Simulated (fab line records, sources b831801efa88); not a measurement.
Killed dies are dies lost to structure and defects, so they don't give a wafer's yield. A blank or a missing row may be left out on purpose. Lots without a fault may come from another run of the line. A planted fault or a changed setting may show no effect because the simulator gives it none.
Problem report in the 8D (eight disciplines) form, filled by code | flow gf180mcu | the parts of the form that need people (team, actions taken, sign-off) are left out

1. THE PROBLEM
cd_nm at GF_V3_CD_MEAS_14 reads a mean of 267.4 nm on 4 wafers of 2 lots; wafers without a fault read 259.7 nm with a standard deviation of 1.3. That is +5.9 standard deviations from the usual mean.
The step: target cd 260 nm.
First seen on wafer L885.1, day 28 10:47, on cd_sem-02. The record holds 36 wafers of 12 lots with a number at this step. Rule for "out", or "out of limits": more than 4 standard deviations from the usual mean. The other wafers with a number count as sound.

2. WHAT IT IS AND WHAT IT IS NOT
question                    | is                             | is not
which readings at this step | cd_nm                          | -
which lots                  | L885, L886                     | L868, L869, L870, L871, L872, L873, L875, L876, L877, L888
which wafers of those lots  | L885.1, L885.4, L885.5, L886.4 | L886.3, L886.6
read on which gauges        | cd_sem-02                      | cd_sem-01
when                        | from day 28 10:47              | up to then (27 sound wafers); but 5 sound wafers of L886, L888 came after

3. SUSPECTS, AND WHAT RULES EACH OUT
Counting: a tool at a process step up to the reading stays a suspect if it ran every lot that is out. Sound lots after the first of them don't rule it out here, since some wafers of a struck lot are sound.
- the gauge at GF_V3_CD_MEAS_14: kept. All the wafers that are out were read on cd_sem-02, and no step on other tools shows them out.
- krf_scanner-02 at GF_V3_EXPOSE_11 (exposes mask Via3, target cd 260 nm): kept. It ran every lot that is out, first L885 (day 28 00:50); its last sound lot up to then is L877 (day 25 10:49).
Left after counting: krf_scanner-02 at GF_V3_EXPOSE_11, cd_sem-02 at GF_V3_CD_MEAS_14.

4. THE CAUSE (what the simulator had put in)
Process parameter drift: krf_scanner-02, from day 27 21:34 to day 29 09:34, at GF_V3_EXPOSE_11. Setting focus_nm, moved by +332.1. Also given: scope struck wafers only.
Counting left 2 suspects, and this tool is among them.

5. THE CHAIN OF EFFECTS, in route order
Each row: a reading whose mean over the struck wafers that have a number lies more than 3 standard deviations from the usual. Only readings for which the record gives a usual standard deviation are gone through. hours: the time from each lot's start at the first step in this table that gives one to its start at this step, as a median over the lots. sigmas: the change in usual standard deviations.
hours | step             | reading | usual    | on struck wafers | change | sigmas
0     | GF_V3_CD_MEAS_14 | cd_nm   | 259.7 nm | 267.4            | +7.7   | +5.9

6. WHAT WOULD HAVE CAUGHT IT SOONER
In this record the first reading out of limits at a measuring or inspecting step was taken at day 28 10:47, 13 hours after the fault began at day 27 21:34.
Of the tool readings at GF_V3_EXPOSE_11 for which the record gives a usual standard deviation, none was out on any struck wafer, so an alarm limit of 4 standard deviations on them would not have fired.
All the lots that are out (2) had begun GF_V3_EXPOSE_11 on krf_scanner-02 by day 28 10:47. A hold on the tool at that time would have spared none of them.
